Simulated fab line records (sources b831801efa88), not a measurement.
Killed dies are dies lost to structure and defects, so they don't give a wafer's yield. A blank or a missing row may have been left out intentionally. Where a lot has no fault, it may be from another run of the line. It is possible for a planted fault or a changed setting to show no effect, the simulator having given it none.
Which tool was responsible? + flow gf180mcu + Sampling: 15 lots, 45 wafers, 2 of 602 route steps

## WHAT EACH GAUGE READ, for each wafer
GF_V1_CD_MEAS_14: the cd target is 260 nm. Usual: 260.2 nm for cd nm, sd 1.6.
| lot  | measured     | on        | cd nm (nm)        | flag |
|------|--------------|-----------|-------------------|------|
| L160 | day 18 00:58 | cd sem-01 | 258.7 260.1 260.0 |      |
| L162 | day 19 17:15 | cd sem-02 | 260.6 259.8 260.5 |      |
| L164 | day 20 00:16 | cd sem-02 | 260.2 259.6 259.7 |      |
| L165 | day 20 11:32 | cd sem-02 | 258.9 258.2 257.5 |      |
| L166 | day 20 12:49 | cd sem-02 | 260.3 260.4 259.8 |      |
| L167 | day 21 03:19 | cd sem-01 | 262.1 261.4 261.9 |      |
| L168 | day 21 12:20 | cd sem-02 | 262.7 261.0 261.6 |      |
| L169 | day 22 00:14 | cd sem-02 | 257.9 258.4 258.5 |      |
| L170 | day 22 02:07 | cd sem-01 | 262.3 262.2 263.1 |      |
| L172 | day 22 14:37 | cd sem-02 | 258.3 258.6 257.8 |      |
| L173 | day 22 22:39 | cd sem-02 | 259.2 259.7 260.2 |      |
| L180 | day 25 09:27 | cd sem-02 | 260.0 260.7 259.7 |      |

## WHICH TOOL RAN EACH LOT (tool, then ch and the chambers of the sampled wafers, then the start)
| lot  | GF_VT_IMPLANT_EXPOSE_04             |
|------|-------------------------------------|
| L160 | iline stepper-02 ch 0, day 5 05:47  |
| L162 | iline stepper-01 ch 0, day 6 04:19  |
| L164 | iline stepper-02 ch 0, day 6 09:01  |
| L165 | iline stepper-01 ch 0, day 6 17:50  |
| L166 | iline stepper-01 ch 0, day 6 23:59  |
| L167 | iline stepper-02 ch 0, day 7 07:58  |
| L168 | iline stepper-02 ch 0, day 7 10:28  |
| L169 | iline stepper-01 ch 0, day 7 22:16  |
| L170 | iline stepper-02 ch 0, day 7 23:13  |
| L172 | iline stepper-01 ch 0, day 8 11:10  |
| L173 | iline stepper-02 ch 0, day 8 15:28  |
| L177 | iline stepper-01, day 9 13:26       |
| L178 | iline stepper-02, day 9 20:31       |
| L179 | iline stepper-01, day 10 04:46      |
| L180 | iline stepper-02 ch 0, day 10 09:46 |
- GF_VT_IMPLANT_EXPOSE_04: exposes mask LVPWELL LV AREA, target cd 600 nm.

## AS READ BY THE TOOLS THEMSELVES (means over the sampled wafers that have a number; for cases with no such wafer, the mark the record gives instead)
GF_VT_IMPLANT_EXPOSE_04. Usual: exposure dose mJ cm2 140.01, standard deviation 0.13; focus offset nm 0.0 nm, standard deviation 0.57.
| lot  | tool             | exposure dose mJ cm2 | focus offset nm (nm) | flag |
|------|------------------|----------------------|----------------------|------|
| L160 | iline stepper-02 | 140.12               | -0.2                 |      |
| L162 | iline stepper-01 | 140.01               | 0.2                  |      |
| L164 | iline stepper-02 | 139.88               | 0.6                  |      |
| L165 | iline stepper-01 | 140.05               | 0.2                  |      |
| L166 | iline stepper-01 | 140.06               | 0.3                  |      |
| L167 | iline stepper-02 | 140.00               | -0.4                 |      |
| L168 | iline stepper-02 | 139.86               | -0.1                 |      |
| L169 | iline stepper-01 | 140.01               | 0.1                  |      |
| L170 | iline stepper-02 | 140.04               | 0.5                  |      |
| L172 | iline stepper-01 | 139.96               | -0.5                 |      |
| L173 | iline stepper-02 | 140.04               | -0.1                 |      |
| L177 | iline stepper-01 | -                    | -                    | OFF  |
| L178 | iline stepper-02 | -                    | -                    | OFF  |
| L179 | iline stepper-01 | -                    | -                    | OFF  |
| L180 | iline stepper-02 | 140.05               | 0.9                  |      |

## THE ANSWER, worked out from the rows above alone
Rule: a lot counts as off when the mean over its wafers that have a number is more than 3 standard deviations away from the usual mean. A lot without any number at a reading at which 4 lots or more have one is off too. Any other lot the step has rows for is counted as sound. Order of review: gauges by route order, followed by the tools' own readings, for which a lot's mean as printed above is used. The first step at which some lot is off is used, and at that step the reading that is off furthest; a lot without a number counts as furthest.
Off: L177, L178, L179 (GF_VT_IMPLANT_EXPOSE_04, exposure dose mJ cm2). Without a number there: L177, L178, L179.
If a tool, at that step or one of the process steps before it, ran each lot that is off and ran no sound lot following the first of them, it fits. No candidate that was tried fits.

## WHAT THE SIMULATOR HAD PUT IN
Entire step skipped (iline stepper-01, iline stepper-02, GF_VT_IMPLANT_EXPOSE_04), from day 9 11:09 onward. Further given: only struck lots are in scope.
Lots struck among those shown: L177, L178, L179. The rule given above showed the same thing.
